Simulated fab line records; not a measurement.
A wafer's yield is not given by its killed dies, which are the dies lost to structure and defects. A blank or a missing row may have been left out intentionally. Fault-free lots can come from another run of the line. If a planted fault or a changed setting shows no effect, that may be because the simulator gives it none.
What tool caused it? || flow gf180mcu || 36 wafers sampled from 12 lots at 1 step of a route of 602

## WHAT THE GAUGES SHOWED, per wafer
GF_CONTACT_CD_MEAS_14 targets a cd of 220 nm.
{"lot": "L075", "measured": "day 16 07:05", "on": "cdSem-01", "cdNm (nm)": "222.2 221.7 220.9"}
{"lot": "L077", "measured": "day 17 05:31", "on": "cdSem-02", "cdNm (nm)": "221.3 220.9 219.8"}
{"lot": "L079", "measured": "day 17 22:34", "on": "cdSem-02", "cdNm (nm)": "222.7 223.3 221.8"}
{"lot": "L081", "measured": "day 18 23:17", "on": "cdSem-01", "cdNm (nm)": "218.8 219.7 219.6"}
{"lot": "L083", "measured": "day 19 08:02", "on": "cdSem-02", "cdNm (nm)": "221.7 221.6 222.2"}
{"lot": "L085", "measured": "day 20 05:52", "on": "cdSem-02", "cdNm (nm)": "220.2 219.6 220.8"}
{"lot": "L087", "measured": "day 20 19:53", "on": "cdSem-01", "cdNm (nm)": "220.3 221.6 219.7"}
{"lot": "L089", "measured": "day 21 18:02", "on": "cdSem-01", "cdNm (nm)": "220.7 220.2 219.7"}
{"lot": "L091", "measured": "day 22 08:17", "on": "cdSem-02", "cdNm (nm)": "218.9 218.5 220.3"}
{"lot": "L093", "measured": "day 22 21:01", "on": "cdSem-01", "cdNm (nm)": "220.1 220.0 219.8"}
{"lot": "L095", "measured": "day 23 18:14", "on": "cdSem-02", "cdNm (nm)": "217.5 219.5 218.6"}
{"lot": "L097", "measured": "day 24 10:32", "on": "cdSem-02", "cdNm (nm)": "218.8 220.3 217.8"}

## TOOL THAT RAN EACH LOT (tool first, then ch and the chambers of the sampled wafers, then the start)
No process step before these readings appears in the record.

## THE ANSWER, worked out from the rows above alone
Rule: what is usual is taken from the lots themselves. Put in order of their means at a reading, lots are off if they are a third of the lots or fewer, leave a main group of 4 or more, and stand apart from it by a gap of 3 or more times the standard deviation of the main group's means; of several such gaps the widest counts. If all means in a main group match to the digits the tables above print for the reading, that group is not used. A lot without any number at a reading at which 4 lots or more have one is off too. All remaining lots with rows at the step are treated as sound.
No lot is off on any of the readings shown, so nothing can be concluded from this.

## WHAT HAD BEEN PUT IN BY THE SIMULATOR
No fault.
